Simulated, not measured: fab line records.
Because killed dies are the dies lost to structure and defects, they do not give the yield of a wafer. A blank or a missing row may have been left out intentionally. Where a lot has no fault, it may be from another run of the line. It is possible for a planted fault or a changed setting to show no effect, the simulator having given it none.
Comparing a struck lot with a sound one -- flow gf180mcu -- 14 steps out of a route of 602
Sound: wafers L623.2, L623.4, L623.6. The struck wafers were L628.2, L628.3, L628.5. At the end, the cause is stated.
Each step with rows lists, per side, the tool, then ch with its chambers, then its first start. Under that, the readings that differ: sound wafers -- struck wafers -- difference of the means -- sigmas: that difference in standard deviations of wafers without a fault.
alike: words and numbers the same on both sides, and readings whose means are apart by under 2 such deviations; not compared: readings that were withheld, readings missing a value for some wafer, numbers with overlapping values and no deviation given by the record, and bounds like >300 which may hide the same value.
A row with sigmas, a row that says differs or no value, or rows on one side alone: a step with any of these is where the two part. Numbers that have no deviation but don't overlap get no sigmas and don't part them. A reading missing from all wafers of one side parts the sides only when that side holds two or more wafers.

GF_V5_CMP_26: polishes, stops on SiO2, t overpolish 15 s, target thk 0 nm.
  sound on cmp-01 ch 2,3, day 30 22:50; struck on cmp-02 ch 0,2,3, day 32 02:06
  alike: motorCurrentA, overpolishRunS, timeToEndpointS
GF_TOP_METAL_SPUTTER_00: material Ti, target thk 37.5 nm, time 150 s.
  sound: pvdSputter-02 at day 30 23:05; struck: pvdSputter-02 at day 32 02:18
  alike: throttleValvePct
GF_TOP_METAL_SPUTTER_01: material TiN, target thk 30 nm, time 25.61 s.
  sound: pvdSputter-02 at day 30 23:11; struck: pvdSputter-02 at day 32 02:24
  alike: throttleValvePct
then, 1 step without rows for these wafers: GF_TOP_METAL_SPUTTER_02 (material AlCu, target thk 900 nm, time 47.82 s).
GF_TOP_METAL_SPUTTER_03: material Ti, target thk 5 nm, time 3.3 s.
  sound: pvdSputter-02 at day 30 23:15; struck: pvdSputter-02 at day 32 02:29
  alike: throttleValvePct
GF_TOP_METAL_SPUTTER_04: material TiN, target thk 25 nm, time 20.8 s.
  sound: pvdSputter-02 at day 30 23:16; struck: pvdSputter-02 at day 32 02:29
  alike: throttleValvePct
GF_TOP_METAL_RS_MEAS_05: a four-point-probe measurement.
  sound: filmMetro-01 at day 30 23:19; struck: filmMetro-03 at day 32 02:32
  alike: TOP_METAL_ALCU_RS
GF_TOP_METAL_THK_MEAS_06: measures by xrf.
  sound: filmMetro-01 at day 30 23:26; struck: filmMetro-03 at day 32 02:39
  alike: TOP_METAL_ALCU_THK
then, 4 steps without rows for these wafers: GF_TOP_METAL_DEHYDRATE_07 (time 60 s); GF_TOP_METAL_HMDS_08 (prime time 60 s); GF_TOP_METAL_COAT_09 (resist thk 1500 nm); GF_TOP_METAL_SOFTBAKE_10 (time 60 s).
GF_TOP_METAL_EXPOSE_11: exposes mask MetalTop, target cd 440 nm.
  struck on ilineStepper-01, day 32 10:24; sound on ilineStepper-01 ch 0, day 31 08:01
  no value came back on the struck wafers for exposureDoseMJCm2, focusOffsetNm (nm), sigmaOuter; on the sound wafers exposureDoseMJCm2 reads 170.18 169.98 170.26
  alike: mask
after that, 1 step had no rows for these wafers: GF_TOP_METAL_PEB_12.

WHERE THEY PART
Only at GF_TOP_METAL_EXPOSE_11, as far as this record shows.

WHY: what the simulator had put in
Entire step skipped (ilineStepper-01, GF_TOP_METAL_EXPOSE_11), from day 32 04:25 onward. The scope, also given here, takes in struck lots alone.
